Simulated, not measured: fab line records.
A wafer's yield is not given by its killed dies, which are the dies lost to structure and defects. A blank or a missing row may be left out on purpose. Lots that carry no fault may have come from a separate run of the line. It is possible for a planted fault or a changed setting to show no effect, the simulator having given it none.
Comparing a struck lot with a sound one / flow sky130 / 16 out of 708 route steps
Sound: wafers L821.3, L821.5, L821.6. Wafers L834.4, L834.5, L834.6 were the ones struck. At the end, the cause is stated.
At each step with rows: each side's tool, then ch and its chambers, then its first start. Under that, the readings that differ: sound wafers / struck wafers / difference of the means / sigmas: that difference in standard deviations of wafers without a fault.
alike: words and numbers the same on both sides, and readings whose means are apart by under 2 such deviations; not compared: readings that were withheld, readings missing a value for some wafer, numbers with overlapping values and no deviation given by the record, and bounds like >300 which may hide the same value.
A row with sigmas, a row that says differs or no value, or rows on one side alone: a step with any of these is where the two part. Numbers that don't overlap but have no deviation are shown without sigmas and don't part them. A reading missing from all wafers of one side parts the sides only when that side holds two or more wafers.

SKY_VT_ADJUST_HVTP_OVL_MEAS_08:
  sound: overlay-01 at day 6 18:46; struck: overlay-02 at day 9 22:49
  alike: VT_ADJUST_HVTP_OVL
next, for these wafers, 1 step has no rows: SKY_VT_ADJUST_HVTP_IMPLANT_09.
SKY_VT_ADJUST_HVTP_STRIP_10: strips in O2/N2.
  sound on plasma-asher-03 ch 0,1, day 6 18:59; struck on plasma-asher-02 ch 0,1, day 9 23:01
reading=strip-time-to-endpoint-s (s); sound=14.23 14.27 14.25; struck=14.13 14.18 14.12; difference=-0.11; sigmas=-3
  alike: chamber-pressure-mTorr, drypump-motor-current-A, oes-product-au
  not compared: rf-hours-counter-h
SKY_VT_ADJUST_HVTP_TW_MEAS_11:
  sound: film-metro-02 at day 6 19:04; struck: film-metro-02 at day 9 23:07
  alike: VT_ADJUST_HVTP_TW
then, 7 steps without rows for these wafers: SKY_VT_ADJUST_LVTN_DEHYDRATE_00 (time 60 s); SKY_VT_ADJUST_LVTN_HMDS_01 (prime time 60 s); SKY_VT_ADJUST_LVTN_COAT_02 (resist thk 3000 nm); SKY_VT_ADJUST_LVTN_SOFTBAKE_03; SKY_VT_ADJUST_LVTN_EXPOSE_04 (exposes mask NWM COMPLEMENT LESS NATIVE, target cd 840 nm); SKY_VT_ADJUST_LVTN_PEB_05; SKY_VT_ADJUST_LVTN_DEVELOP_06 (develop time 60 s).
SKY_VT_ADJUST_LVTN_OVL_MEAS_07:
  sound: overlay-01 at day 7 15:28; struck: overlay-01 at day 10 20:54
  alike: VT_ADJUST_LVTN_OVL
SKY_VT_ADJUST_LVTN_IMPLANT_08:
  struck on implanter-04, day 10 21:00; sound on implanter-01 ch 0, day 7 15:32
  no value came back on the struck wafers for beam-energy-keV, beam-on-s (s); on the sound wafers beam-energy-keV reads 29.999 29.995 29.993
SKY_VT_ADJUST_LVTN_STRIP_09: strips in O2/N2.
  sound on plasma-asher-04 ch 0,1, day 7 15:41; struck on plasma-asher-01 ch 0,1, day 10 21:07
  alike: chamber-pressure-mTorr, drypump-motor-current-A, oes-product-au, strip-time-to-endpoint-s
  not compared: rf-hours-counter-h
SKY_VT_ADJUST_LVTN_TW_MEAS_10:
  sound: film-metro-01 at day 7 15:46; struck: film-metro-03 at day 10 21:12
reading=VT_ADJUST_LVTN_TW; sound=240 240 240; struck=30 30 30; difference=-210; sigmas=-70
then, 1 step without rows for these wafers: SKY_VT_ADJUST_LVTN_DEHYDRATE_11 (time 60 s).

## WHERE THEY PART
Last at SKY_VT_ADJUST_LVTN_TW_MEAS_10 as far as this record goes, first at SKY_VT_ADJUST_HVTP_STRIP_10.

WHY: what the simulator had put in
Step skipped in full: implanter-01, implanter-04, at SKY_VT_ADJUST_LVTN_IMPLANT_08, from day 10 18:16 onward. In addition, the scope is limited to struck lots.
